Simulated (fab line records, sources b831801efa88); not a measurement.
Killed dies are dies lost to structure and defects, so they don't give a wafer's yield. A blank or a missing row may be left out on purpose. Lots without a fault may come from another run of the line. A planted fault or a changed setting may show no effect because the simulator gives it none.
A struck lot beside a sound one | flow sky130 | 15 steps out of a route of 708
Sound: wafers L235.1, L235.5, L235.6. Struck: wafers L228.1, L228.2, L228.4. The cause comes at the end.
At each step with rows: each side's tool, then ch and its chambers, then its first start. Under that, the readings that differ: sound wafers | struck wafers | difference of the means | sigmas: that difference in standard deviations of wafers without a fault.
alike: readings whose means differ by less than 2 such deviations, and words and numbers that are the same on both sides. not compared: withheld readings, readings that some wafer has no value for, bounds like >300 that may hide the same value, and numbers for which the record gives no deviation and whose values overlap.
The two part at a step that has a row with sigmas, a row that says differs or no value, or rows on one side only. Numbers that don't overlap but have no deviation are shown without sigmas and don't part them. A reading that every wafer of one side lacks parts them only if that side has two wafers or more.

SKY_PASSIVATION_CVD_02: deposits Si3N4, target thk 540 nm.
  sound on pecvd-03 ch 0,2, day 47 10:07; struck on pecvd-03 ch 1,2, day 45 03:46
  alike: heater_power_w
SKY_PASSIVATION_THK_MEAS_03:
  sound on film_metro-01, day 47 10:20; struck on film_metro-03, day 45 03:59
  alike: PASSIVATION_CVD_02_THK
then, 7 steps without rows for these wafers: SKY_PASSIVATION_DEHYDRATE_04 (time 60 s); SKY_PASSIVATION_HMDS_05 (prime time 60 s); SKY_PASSIVATION_COAT_06 (resist thk 3000 nm); SKY_PASSIVATION_SOFTBAKE_07; SKY_PASSIVATION_EXPOSE_08 (exposes mask NSM, target cd 3000 nm); SKY_PASSIVATION_PEB_09; SKY_PASSIVATION_DEVELOP_10 (develop time 60 s).
SKY_PASSIVATION_ETCH_11: etches the open film in CF4/O2, stops on AlCu, target depth 725 nm, time 161.1 s.
  sound on rie_diel-01 ch 0,2,3, day 48 05:36; struck on rie_diel-04 ch 0,1,2, day 46 00:42
  alike: chamber_pressure_mTorr, drypump_motor_current_A, oes_product_au, throttle_valve_pct
  not compared: rf_hours_counter_h
SKY_PASSIVATION_STRIP_12: strips in O2/N2.
  sound on plasma_asher-03 ch 0,1, day 48 05:42; struck on plasma_asher-02 ch 0,1, day 46 00:49
  alike: chamber_pressure_mTorr, drypump_motor_current_A, oes_product_au, strip_time_to_endpoint_s
  not compared: rf_hours_counter_h
then, 1 step without rows for these wafers: SKY_PAD_OPEN_DEHYDRATE_00 (time 60 s).
SKY_PAD_OPEN_HMDS_01: prime time 60 s.
  sound on litho_track-01 ch 0, day 48 14:36; struck on litho_track-04 ch 0, day 46 10:11
  reading          | sound                | struck               | difference | sigmas
  prime_temp_c (C) | 119.95 119.91 120.11 | 124.45 124.49 124.38 | +4.45      | +40
  alike: chill_plate_temp_C
then, 1 step without rows for these wafers: SKY_PAD_OPEN_COAT_02 (resist thk 3000 nm).
SKY_PAD_OPEN_PROBE_99:
  sound on prober-01, day 49 02:34; struck on prober-01, day 47 00:20
  alike: defect_limited_yield, killed_at_M0_to_M3, killed_at_M4_up, killed_at_contacts, killed_at_front_end, killed_at_other, killed_dies, killed_on_rim, killed_open, killed_short, sort_bin_3_pad_short, sort_bin_5_function, sort_bin_6_memory, sort_n_pass, sort_yield_pct

WHERE THEY PART
Only at SKY_PAD_OPEN_HMDS_01, within this record. Later steps at which nothing parts them and some readings are alike: SKY_PAD_OPEN_PROBE_99.

WHY: what the simulator had put in
Process parameter drift: litho_track-04, from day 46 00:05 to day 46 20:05, at SKY_PAD_OPEN_HMDS_01. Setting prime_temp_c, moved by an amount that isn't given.
